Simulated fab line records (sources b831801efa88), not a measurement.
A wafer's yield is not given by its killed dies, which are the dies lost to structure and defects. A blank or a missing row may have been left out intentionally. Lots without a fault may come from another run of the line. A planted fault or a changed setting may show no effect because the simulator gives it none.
fab line records | flow sfq_line
record: lots: 13 | wafers: 39 | last_day: 78
route steps=325 shown I5@228 C5@246
lots untouched by any fault: they come from a run of this same line in which no faults occurred
start_h: start of the lot's first displayed wafer, in hours after the record's first day | wait_h: hours elapsed since this lot's preceding step | " identical to the entry in the row above | L1.1+2: several wafers, shown together as one row | - no value, or no start was given | * or withheld: withheld | < > ~ a bound
route shown NAME@n: names a module that has steps shown in the file, with the first one's number in the route | usual: mean/standard deviation of fault-free wafers | same: alike in all rows | chamber/n: place in a boat | sites: each site's reading | _std_site: how widely they spread, as a standard deviation | _edge_site: inner sites' mean taken away from outer sites' mean | radius_mm: how far each site lies from the wafer's centre | mask NAME#n: copy n | behind: the last tool/chamber to shape the wafer | hold: reason for holding the lot/hours on hold/outcome of the hold | device: which transistor (n, p or np) failed to switch | end of line: the tests these same wafers got at the end of their route | for a step that has no rows: nothing shown but its recipe | killed: count of dies lost to structure and defects at first sort (not the wafer's yield) | map: a wafer's dies, x killed, . not, _ none there
set.NAME: the setting that was run; set.NAME@STEP: the one run at that earlier step | model.NAME: the simulator's own value behind a step, which no gauge read
one table for each step of the route and one row for each wafer, over a sample of lots
services: a tool's chamber out of use, with start hour (start_h, from the record's first day; less than 0 if before it), hours out, and reason
== steps ==
step: SFQ_TRILAYER_A5C_DEP_PECVD_142
recipe: material: SiO2 | temp_c: 150 | time_s: 15.556 | pressure_torr: 2.4 | rf_w: 183.3 | precursor: SiH4/N2O | target_thk_nm: 70
usual: heater_power_w: 78/14 | throttle_valve_pct: 25.2/1.4
lot.wafer | tool     | chamber | start_h | wait_h | heater_power_w | throttle_valve_pct
L201.1    | pecvd-01 | 1       | 1180.49 | 0.0    | 89             | 24.4
L201.2    | "        | 0       | "       | "      | 66             | 28.2
L201.6    | "        | 0       | "       | "      | 66             | 28.1
L202.2    | pecvd-02 | 0       | 1192.49 | 0.0    | 52             | 24.2
L202.3    | "        | 1       | "       | "      | 64             | 26.0
L202.6    | "        | 0       | "       | "      | 52             | 24.4
L206.1    | pecvd-01 | 1       | 1242.79 | 0.0    | 103            | 24.4
L206.3    | "        | 2       | "       | "      | 70             | 26.4
L206.6    | "        | 0       | "       | "      | 72             | 28.5
L207.1    | pecvd-04 | 1       | 1256.17 | 0.0    | 81             | 23.1
L207.4    | "        | 2       | "       | "      | 98             | 25.1
L207.5    | "        | 0       | "       | "      | 89             | 25.8
L208.3    | pecvd-04 | 0       | 1269.19 | 0.0    | 77             | 25.8
L208.5    | "        | 0       | "       | "      | 76             | 25.6
L208.6    | "        | 1       | "       | "      | 75             | 23.4
L209.2    | pecvd-04 | 1       | 1277.23 | 0.0    | 78             | 23.4
L209.3    | "        | 2       | "       | "      | 92             | 25.1
L209.4    | "        | 1       | "       | "      | 80             | 23.5
L210.1    | pecvd-01 | 0       | 1287.94 | 0.0    | 70             | 28.0
L210.2    | "        | 1       | "       | "      | 97             | 24.3
L210.6    | "        | 0       | "       | "      | 68             | 28.2
L212.1    | pecvd-02 | 2       | 1301.17 | 0.0    | 70             | 25.9
L212.3    | "        | 1       | "       | "      | 60             | 26.1
L212.5    | "        | 1       | "       | "      | 62             | 26.1
L213.2    | pecvd-01 | 0       | 1305.94 | 0.0    | 72             | 28.3
L213.3    | "        | 2       | "       | "      | 67             | 26.3
L213.6    | "        | 2       | "       | "      | 70             | 26.4
L214.2    | pecvd-04 | 1       | 1308.34 | 0.0    | 77             | 23.4
L214.4    | "        | 0       | "       | "      | 90             | 25.7
L214.6    | "        | 0       | "       | "      | 92             | 25.9
L216.3    | pecvd-04 | 1       | 1327.54 | 0.0    | 65             | 23.2
L216.4    | "        | 0       | "       | "      | 90             | 25.8
L216.6    | "        | 1       | "       | "      | 66             | 23.6
L220.2    | pecvd-04 | 0       | 1353.49 | 0.0    | 89             | 26.0
L220.4    | "        | 2       | "       | "      | 81             | 25.8
L220.6    | "        | 0       | "       | "      | 89             | 26.0
L222.1    | pecvd-01 | 1       | 1360.69 | 0.0    | 94             | 23.3
L222.4    | "        | 1       | "       | "      | 95             | 23.2
L222.5    | "        | 0       | "       | "      | 79             | 22.5
step: SFQ_I5_OVL_MEAS_936
usual: I5_OVL: 1/6.1
lot.wafer | tool       | chamber | start_h | wait_h | I5_OVL[nm]
L201.1    | overlay-01 | -       | 1238.80 | 0.1    | 2
L201.2    | "          | -       | "       | "      | 6
L201.6    | "          | -       | "       | "      | 5
L202.2    | overlay-02 | -       | 1250.80 | 0.1    | -8
L202.3    | "          | -       | "       | "      | -7
L202.6    | "          | -       | "       | "      | -10
L206.1    | overlay-01 | -       | 1289.20 | 0.1    | 0
L206.3    | "          | -       | "       | "      | -1
L206.6    | "          | -       | "       | "      | 0
L207.1    | overlay-02 | -       | 1298.80 | 0.1    | 2
L207.4    | "          | -       | "       | "      | -4
L207.5    | "          | -       | "       | "      | -7
L208.3    | overlay-01 | -       | 1313.63 | 0.1    | 3
L208.5    | "          | -       | "       | "      | 5
L208.6    | "          | -       | "       | "      | 4
L209.2    | overlay-01 | -       | 1319.63 | 0.1    | -5
L209.3    | "          | -       | "       | "      | -6
L209.4    | "          | -       | "       | "      | -2
L210.1    | overlay-01 | -       | 1326.82 | 0.1    | 5
L210.2    | "          | -       | "       | "      | 5
L210.6    | "          | -       | "       | "      | 2
L212.1    | overlay-02 | -       | 1337.62 | 0.1    | -4
L212.3    | "          | -       | "       | "      | -3
L212.5    | "          | -       | "       | "      | 3
L213.2    | overlay-02 | -       | 1341.23 | 0.1    | 2
L213.3    | "          | -       | "       | "      | 4
L213.6    | "          | -       | "       | "      | 8
L214.2    | overlay-02 | -       | 1342.43 | 0.1    | -10
L214.4    | "          | -       | "       | "      | 1
L214.6    | "          | -       | "       | "      | -3
L216.3    | overlay-01 | -       | 1360.23 | 0.1    | -7
L216.4    | "          | -       | "       | "      | -1
L216.6    | "          | -       | "       | "      | 2
L220.2    | overlay-01 | -       | 1379.43 | 0.1    | 4
L220.4    | "          | -       | "       | "      | 4
L220.6    | "          | -       | "       | "      | -5
L222.1    | overlay-01 | -       | 1385.42 | 0.1    | 2
L222.4    | "          | -       | "       | "      | 10
L222.5    | "          | -       | "       | "      | 7
step: SFQ_TRILAYER_I5_ETCH_VIA_ETCH_147
recipe: stop_on: Nb | mask_material: PR | chemistry: CHF3 | target_depth_nm: 360 | source_w: 500 | bias_w: 80 | pressure_mtorr: 30 | time_s: withheld
usual: chamber_pressure_mTorr: 30.000/0.028 | drypump_motor_current_A: 5.9/0.53 | oes_product_au: 0.990/0.007
lot.wafer | tool        | chamber | start_h | wait_h | chamber_pressure_mTorr | drypump_motor_current_A | oes_product_au
L201.1    | rie_diel-02 | 2       | 1238.87 | 0.0    | 29.987                 | 5.8                     | 0.997
L201.2    | "           | 3       | "       | "      | 30.002                 | 6.8                     | 0.985
L201.6    | "           | 0       | "       | "      | 30.042                 | 5.7                     | 0.992
L202.2    | rie_diel-02 | 3       | 1250.87 | 0.0    | 29.987                 | 6.8                     | 0.980
L202.3    | "           | 0       | "       | "      | 30.000                 | 5.6                     | 0.987
L202.6    | "           | 0       | "       | "      | 29.979                 | 5.6                     | 0.995
L206.1    | rie_diel-03 | 1       | 1289.27 | 0.0    | 29.968                 | 6.4                     | 0.989
L206.3    | "           | 3       | "       | "      | 29.993                 | 4.9                     | 0.987
L206.6    | "           | 3       | "       | "      | 29.973                 | 4.9                     | 0.987
L207.1    | rie_diel-02 | 3       | 1298.87 | 0.0    | 30.017                 | 6.8                     | 0.990
L207.4    | "           | 1       | "       | "      | 29.985                 | 5.5                     | 0.994
L207.5    | "           | 1       | "       | "      | 29.990                 | 5.5                     | 0.987
L208.3    | rie_diel-03 | 1       | 1313.70 | 0.0    | 29.998                 | 6.3                     | 0.986
L208.5    | "           | 0       | "       | "      | 30.031                 | 6.3                     | 0.984
L208.6    | "           | 1       | "       | "      | 30.003                 | 6.4                     | 0.999
L209.2    | rie_diel-03 | 1       | 1319.70 | 0.0    | 29.985                 | 6.4                     | 0.999
L209.3    | "           | 3       | "       | "      | 30.000                 | 4.9                     | 0.985
L209.4    | "           | 2       | "       | "      | 29.974                 | 6.3                     | 1.007
L210.1    | rie_diel-04 | 2       | 1326.90 | 0.0    | 29.922                 | 6.7                     | 0.981
L210.2    | "           | 1       | "       | "      | 30.021                 | 5.6                     | 0.990
L210.6    | "           | 1       | "       | "      | 30.008                 | 5.7                     | 0.989
L212.1    | rie_diel-03 | 0       | 1337.70 | 0.0    | 30.034                 | 6.3                     | 0.990
L212.3    | "           | 2       | "       | "      | 30.025                 | 6.3                     | 0.997
L212.5    | "           | 3       | "       | "      | 30.008                 | 4.9                     | 0.978
L213.2    | rie_diel-02 | 3       | 1341.30 | 0.0    | 30.024                 | 6.8                     | 0.987
L213.3    | "           | 1       | "       | "      | 29.995                 | 5.5                     | 0.986
L213.6    | "           | 2       | "       | "      | 30.001                 | 5.8                     | 0.996
L214.2    | rie_diel-03 | 1       | 1342.50 | 0.0    | 30.038                 | 6.4                     | 0.997
L214.4    | "           | 2       | "       | "      | 29.959                 | 6.2                     | 0.984
L214.6    | "           | 0       | "       | "      | 30.027                 | 6.3                     | 0.983
L216.3    | rie_diel-04 | 0       | 1360.30 | 0.0    | 30.061                 | 6.2                     | 0.987
L216.4    | "           | 2       | "       | "      | 30.040                 | 6.7                     | 0.981
L216.6    | "           | 1       | "       | "      | 29.969                 | 5.7                     | 0.983
L220.2    | rie_diel-02 | 3       | 1379.50 | 0.0    | 29.962                 | 6.8                     | 0.977
L220.4    | "           | 2       | "       | "      | 29.955                 | 5.8                     | 1.006
L220.6    | "           | 1       | "       | "      | 29.985                 | 5.5                     | 0.993
L222.1    | rie_diel-04 | 0       | 1385.50 | 0.0    | 30.003                 | 6.2                     | 0.997
L222.4    | "           | 2       | "       | "      | 29.934                 | 6.7                     | 0.978
L222.5    | "           | 0       | "       | "      | 30.006                 | 6.2                     | 0.981
step: SFQ_C5_OVL_MEAS_937
usual: C5_OVL: -2/5.1
lot.wafer | tool       | chamber | start_h | wait_h | C5_OVL[nm]
L201.1    | overlay-01 | -       | 1296.62 | 0.1    | 6
L201.2    | "          | -       | "       | "      | -5
L201.6    | "          | -       | "       | "      | 0
L202.2    | overlay-02 | -       | 1308.62 | 0.1    | 6
L202.3    | "          | -       | "       | "      | 4
L202.6    | "          | -       | "       | "      | 7
L206.1    | overlay-01 | -       | 1350.33 | 0.1    | -9
L206.3    | "          | -       | "       | "      | -7
L206.6    | "          | -       | "       | "      | -1
L207.1    | overlay-02 | -       | 1358.57 | 0.1    | -1
L207.4    | "          | -       | "       | "      | -1
L207.5    | "          | -       | "       | "      | 4
L208.3    | overlay-02 | -       | 1379.38 | 0.1    | -10
L208.5    | "          | -       | "       | "      | -11
L208.6    | "          | -       | "       | "      | -4
L209.2    | overlay-02 | -       | 1386.57 | 0.1    | -5
L209.3    | "          | -       | "       | "      | -7
L209.4    | "          | -       | "       | "      | -8
L210.1    | overlay-02 | -       | 1393.77 | 0.1    | -2
L210.2    | "          | -       | "       | "      | 12
L210.6    | "          | -       | "       | "      | 6
L212.1    | overlay-01 | -       | 1405.57 | 0.1    | -9
L212.3    | "          | -       | "       | "      | -8
L212.5    | "          | -       | "       | "      | -5
L213.2    | overlay-01 | -       | 1410.37 | 0.1    | 2
L213.3    | "          | -       | "       | "      | -4
L213.6    | "          | -       | "       | "      | 3
L214.2    | overlay-01 | -       | 1415.17 | 0.1    | -7
L214.4    | "          | -       | "       | "      | -6
L214.6    | "          | -       | "       | "      | -5
L216.3    | overlay-02 | -       | 1433.18 | 0.1    | -4
L216.4    | "          | -       | "       | "      | 0
L216.6    | "          | -       | "       | "      | -2
L220.2    | overlay-02 | -       | 1455.52 | 0.1    | -2
L220.4    | "          | -       | "       | "      | -6
L220.6    | "          | -       | "       | "      | -7
L222.1    | overlay-02 | -       | 1462.72 | 0.1    | -1
L222.4    | "          | -       | "       | "      | -1
L222.5    | "          | -       | "       | "      | -1
step: SFQ_TRILAYER_C5_ETCH_VIA_ETCH_154
recipe: target: SiO2 | mask_material: PR | chemistry: CHF3 | target_depth_nm: 84 | source_w: 500 | bias_w: 80 | pressure_mtorr: 30 | time_s: withheld | stop_on: Nb
usual: chamber_pressure_mTorr: 29.999/0.027 | drypump_motor_current_A: 5.9/0.54 | oes_product_au: 0.897/0.0095
lot.wafer | tool        | chamber | start_h | wait_h | chamber_pressure_mTorr | drypump_motor_current_A | oes_product_au
L201.1    | rie_diel-01 | 1       | 1296.69 | 0.0    | 30.006                 | 6.0                     | 0.898
L201.2    | "           | 0       | "       | "      | 29.977                 | 4.9                     | 0.898
L201.6    | "           | 2       | "       | "      | 30.039                 | 6.3                     | 0.902
L202.2    | rie_diel-02 | 1       | 1308.69 | 0.0    | 30.024                 | 5.6                     | 0.882
L202.3    | "           | 3       | "       | "      | 30.009                 | 6.7                     | 0.877
L202.6    | "           | 2       | "       | "      | 29.965                 | 5.8                     | 0.893
L206.1    | rie_diel-02 | 2       | 1350.41 | 0.0    | 30.002                 | 5.7                     | 0.895
L206.3    | "           | 0       | "       | "      | 30.021                 | 5.6                     | 0.902
L206.6    | "           | 2       | "       | "      | 30.025                 | 5.8                     | 0.905
L207.1    | rie_diel-02 | 3       | 1358.64 | 0.0    | 30.000                 | 6.8                     | 0.897
L207.4    | "           | 0       | "       | "      | 30.044                 | 5.6                     | 0.908
L207.5    | "           | 1       | "       | "      | 30.010                 | 5.5                     | 0.911
L208.3    | rie_diel-01 | 3       | 1379.44 | 0.0    | 30.011                 | 6.0                     | 0.899
L208.5    | "           | 0       | "       | "      | 30.048                 | 4.9                     | 0.907
L208.6    | "           | 1       | "       | "      | 29.977                 | 6.0                     | 0.905
L209.2    | rie_diel-01 | 1       | 1386.64 | 0.0    | 30.001                 | 6.0                     | 0.886
L209.3    | "           | 0       | "       | "      | 29.968                 | 4.9                     | 0.881
L209.4    | "           | 3       | "       | "      | 29.948                 | 5.9                     | 0.902
L210.1    | rie_diel-03 | 0       | 1393.84 | 0.0    | 29.990                 | 6.3                     | 0.900
L210.2    | "           | 1       | "       | "      | 30.001                 | 6.3                     | 0.885
L210.6    | "           | 3       | "       | "      | 29.996                 | 4.9                     | 0.907
L212.1    | rie_diel-03 | 1       | 1405.64 | 0.0    | 30.011                 | 6.3                     | 0.896
L212.3    | "           | 2       | "       | "      | 29.966                 | 6.3                     | 0.901
L212.5    | "           | 1       | "       | "      | 29.974                 | 6.4                     | 0.909
L213.2    | rie_diel-03 | 2       | 1410.44 | 0.0    | 30.007                 | 6.3                     | 0.898
L213.3    | "           | 3       | "       | "      | 29.988                 | 4.9                     | 0.904
L213.6    | "           | 2       | "       | "      | 30.001                 | 6.3                     | 0.900
L214.2    | rie_diel-01 | 3       | 1415.24 | 0.0    | 30.006                 | 5.9                     | 0.879
L214.4    | "           | 0       | "       | "      | 30.014                 | 4.9                     | 0.902
L214.6    | "           | 0       | "       | "      | 29.996                 | 4.9                     | 0.896
L216.3    | rie_diel-03 | 0       | 1433.24 | 0.0    | 29.994                 | 6.3                     | 0.895
L216.4    | "           | 2       | "       | "      | 29.937                 | 6.3                     | 0.897
L216.6    | "           | 0       | "       | "      | 29.999                 | 6.2                     | 0.903
L220.2    | rie_diel-02 | 0       | 1455.59 | 0.0    | 30.034                 | 5.7                     | 0.873
L220.4    | "           | 1       | "       | "      | 30.032                 | 5.5                     | 0.887
L220.6    | "           | 0       | "       | "      | 29.970                 | 5.6                     | 0.871
L222.1    | rie_diel-01 | 2       | 1462.79 | 0.0    | 29.991                 | 6.3                     | 0.866
L222.4    | "           | 3       | "       | "      | 29.968                 | 5.9                     | 0.881
L222.5    | "           | 1       | "       | "      | 30.047                 | 6.0                     | 0.901
== services ==
tool        | chamber | start_h | hours | kind
pecvd-01    | 2       | 1169.71 | 2.5   | repair
rie_diel-02 | -       | 1170.57 | 0.8   | repair
rie_diel-01 | 1       | 1184.64 | 17.2  | repair
rie_diel-02 | 2       | 1188.61 | 21.5  | repair
rie_diel-03 | 0       | 1214.93 | 13.0  | repair
rie_diel-04 | 3       | 1245.61 | 16.1  | repair
pecvd-01    | 0       | 1260.81 | 4.6   | repair
rie_diel-04 | 1       | 1279.33 | 9.6   | repair
rie_diel-02 | 0       | 1282.26 | 4.8   | repair
pecvd-01    | 2       | 1285.41 | 7.5   | repair
pecvd-04    | -       | 1300.22 | 1.8   | repair
pecvd-04    | 2       | 1303.83 | 12.2  | repair
rie_diel-01 | 2       | 1309.64 | 4.4   | repair
pecvd-01    | -       | 1316.75 | 14.0  | pm
pecvd-01    | 2       | 1332.15 | 13.8  | repair
rie_diel-01 | -       | 1338.68 | 0.7   | repair
rie_diel-01 | 0       | 1340.73 | 1.7   | repair
rie_diel-02 | 1       | 1350.33 | 7.5   | repair
rie_diel-03 | 3       | 1354.81 | 5.7   | repair
pecvd-01    | -       | 1374.35 | 1.0   | repair
rie_diel-03 | 2       | 1392.01 | 2.9   | repair
pecvd-01    | -       | 1397.68 | 1.1   | repair
rie_diel-03 | 0       | 1447.80 | 9.5   | repair
rie_diel-01 | 3       | 1455.44 | 3.6   | repair
== key ==
first_sign: step: SFQ_TRILAYER_C5_ETCH_VIA_ETCH_154 | reading: oes_product_au | direction: down | sigmas: 2.5 | usual: 0.897 | struck: 0.872
effect none on later readings
met_at SFQ_TRILAYER_A5C_DEP_PECVD_142
struck_lots L220
struck_wafers L220.2,L220.6
not_acting_at SFQ_I5_OVL_MEAS_936,SFQ_TRILAYER_I5_ETCH_VIA_ETCH_147,SFQ_C5_OVL_MEAS_937
onset_between 1327.54 1353.49
fault: kind: process_parameter_drift | tool: pecvd-04 | chamber: - | onset_h: 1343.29 | steps: SFQ_TRILAYER_A5C_DEP_PECVD_142 | channel: time_s | offset: * | shape: step | end_h: 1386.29 | scope: struck_wafers_only | acts_in: * | stated: *
